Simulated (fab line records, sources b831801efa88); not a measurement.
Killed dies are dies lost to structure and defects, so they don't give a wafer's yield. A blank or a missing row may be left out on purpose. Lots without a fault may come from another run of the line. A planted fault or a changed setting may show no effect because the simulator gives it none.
Split-lot experiment | flow sfq_line | 5 lots, 23 wafers read, on a route of 325 steps

THE SPLIT
At SFQ_TRILAYER_M8_DEP_EVAP_198 (material Pt, target thk 50 nm, time 250 s), the setting time_s was moved away from the recipe's 250 s on 11 of the 23 wafers read, by -13.3% to +12.5%. The other wafers ran this setting at the recipe's value.

The reading is taken at the split's own step.

THE READING
Pt_of_TRILAYER_M8_DEP_EVAP_198.thk_nm (the simulator's own value, which no gauge read), in nm, at SFQ_TRILAYER_M8_DEP_EVAP_198 (material Pt, target thk 50 nm, time 250 s). The file gives no usual value for it. The 12 wafers here that ran the recipe average 49.83 nm, standard deviation 0.34 nm.

wafer  | tool, chamber at the split | time_s as run, s | against the recipe | Pt_of_TRILAYER_M8_DEP_EVAP_198.thk_nm, nm | against lot-mates on the recipe
L074.1 | pvd_sputter-02, -          | 250              | recipe             | 49.67                                     | -
L074.3 | pvd_sputter-02, -          | 250              | recipe             | 49.72                                     | -
L074.4 | pvd_sputter-02, -          | 281.2            | +12.5%             | 56.93                                     | +7.23
L074.5 | pvd_sputter-02, -          | 281.2            | +12.5%             | 56.24                                     | +6.55
L074.6 | pvd_sputter-02, -          | 281.2            | +12.5%             | 56.57                                     | +6.88
L079.2 | pvd_sputter-01, -          | 250              | recipe             | 50.4                                      | -
L079.3 | pvd_sputter-01, -          | 250              | recipe             | 50.07                                     | -
L079.4 | pvd_sputter-01, -          | 216.7            | -13.3%             | 43.15                                     | -7.09
L079.5 | pvd_sputter-01, -          | 216.7            | -13.3%             | 43.07                                     | -7.16
L079.6 | pvd_sputter-01, -          | 216.7            | -13.3%             | 43.58                                     | -6.66
L081.2 | pvd_sputter-01, -          | 250              | recipe             | 49.72                                     | -
L081.3 | pvd_sputter-01, -          | 250              | recipe             | 49.46                                     | -
L081.4 | pvd_sputter-01, -          | 250              | recipe             | 49.52                                     | -
L082.2 | pvd_sputter-02, -          | 250              | recipe             | 50.11                                     | -
L082.3 | pvd_sputter-02, -          | 250              | recipe             | 50.34                                     | -
L082.4 | pvd_sputter-02, -          | 261.9            | +4.8%              | 53.28                                     | +3.05
L082.5 | pvd_sputter-02, -          | 261.9            | +4.8%              | 53.64                                     | +3.41
L082.6 | pvd_sputter-02, -          | 261.9            | +4.8%              | 52.96                                     | +2.73
L083.1 | pvd_sputter-01, -          | 229.1            | -8.4%              | 45.79                                     | -3.86
L083.2 | pvd_sputter-01, -          | 250              | recipe             | 49.84                                     | -
L083.3 | pvd_sputter-01, -          | 229.1            | -8.4%              | 45.57                                     | -4.08
L083.4 | pvd_sputter-01, -          | 250              | recipe             | 49.21                                     | -
L083.6 | pvd_sputter-01, -          | 250              | recipe             | 49.91                                     | -

THE FIT
A straight line over all 23 wafers: Pt_of_TRILAYER_M8_DEP_EVAP_198.thk_nm changes by +0.526 nm for each +1% of time_s; r = +0.99; the points scatter about the line by 0.46 nm.
The same after taking each lot's own level away (the mean of its wafers on the recipe; 23 wafers): +0.536 nm for each +1%; r = +1.00; scatter 0.31 nm.
On that fit, the largest move of time_s shifts the reading by 7.1 nm.
The lots' own levels span 49.567 to 50.235 nm, that is 2.0 times the standard deviation above.
So the lot-to-lot level changes the slope little: the two slopes agree.
Check: with one of the wafers moved furthest among these (-13.3%) left out of the fit, the line predicts -6.96 nm for it against its lot-mates. It came out at -7.09 nm against them.

OTHER SPLITS ON THESE WAFERS
These wafers also went through other splits before the reading. Each is held against what the fit with the lots' levels taken away leaves over:
other split on the same wafers               | wafers away from the commonest value | r with Pt_of_TRILAYER_M8_DEP_EVAP_198.thk_nm (lot level and that fit taken away)
SFQ_TRILAYER_C5_LITHO_PEB_154 peb_temp_c     | 5                                    | -0.08
SFQ_TRILAYER_M6_LITHO_COAT_159 resist_thk_nm | 6                                    | -0.08
SFQ_TRILAYER_M6_LITHO_PEB_162 peb_time_s     | 9                                    | +0.23
SFQ_TRILAYER_I6_VIA_LITHO_PEB_172 peb_temp_c | 11                                   | -0.02
SFQ_TRILAYER_M7_LITHO_COAT_182 resist_thk_nm | 8                                    | +0.05
SFQ_TRILAYER_M7_LITHO_EXPOSE_178 dose_mj     | 8                                    | -0.16
SFQ_TRILAYER_M7_ETCH_METAL_ETCH_180 bias_w   | 9                                    | -0.09
SFQ_TRILAYER_I7_VIA_LITHO_EXPOSE_188 dose_mj | 5                                    | +0.10
SFQ_TRILAYER_M8_LITHO_COAT_193 spin_rpm      | 7                                    | +0.08

THE FILE'S OWN FIT
Pt_of_TRILAYER_M8_DEP_EVAP_198.thk_nm changes by +0.532 nm for each +1% of time_s, r = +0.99.
